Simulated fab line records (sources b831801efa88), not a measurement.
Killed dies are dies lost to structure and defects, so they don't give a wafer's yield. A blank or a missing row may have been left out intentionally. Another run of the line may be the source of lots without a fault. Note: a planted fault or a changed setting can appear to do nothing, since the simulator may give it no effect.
Chamber matching    flow sfq line    SFQ_TRILAYER_I1_VIA_ETCH_VIA_ETCH_052 on rie diel-03 has 4 sister chambers
The step etches SiO2 in CHF3, stops on Nb, target depth 260 nm. 8 wafers are shown with their chamber, then 8 later ones without.

WAFERS WITH THEIR CHAMBER
wafer   chamber  oes product au (a.u.)
L785.3  0        0.853
L785.5  0        0.852
L790.3  1        0.853
L792.1  1        0.849
L796.3  2        0.854
L796.5  2        0.852
L796.6  3        0.865
L802.2  3        0.855

WAFERS WITHOUT THEIR CHAMBER
wafer   oes product au (a.u.)
L802.5  0.856
L802.6  0.872
L803.2  0.858
L803.3  0.852
L803.5  0.856
L806.1  0.853
L806.2  0.852
L806.4  0.852

CHAMBER TAKEN BY EACH
wafer   from the rows above                in truth
L802.5  can't be placed: 2 or 0 or 3 or 1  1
L802.6  can't be placed: 3 or 2 or 0       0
L803.2  can't be placed: 3 or 2 or 0 or 1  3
L803.3  can't be placed: 0 or 1 or 2 or 3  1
L803.5  can't be placed: 2 or 0 or 3 or 1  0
L806.1  can't be placed: 2 or 0 or 1 or 3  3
L806.2  can't be placed: 0 or 1 or 2 or 3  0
L806.4  can't be placed: 0 or 1 or 2 or 3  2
Correctly placed: 0 of 8. Cannot be placed on the basis of these rows: 8; the candidates contain the true chamber in 8. 0 placed wrongly.
How it was worked out, from the rows above alone: a wafer's distance from a chamber is the root of the sum, over the readings, of the square of ((its reading less the chamber's mean) divided by the reading's scatter). If the next closest chamber is less than 2 further off than the closest, the wafer can't be placed; otherwise it belongs to the closest. Each chamber's mean is taken over the wafers shown for it. The scatter: the root of (the sum of the squares of (reading less its chamber's mean) over the shown wafers, divided by (wafers less chambers)).
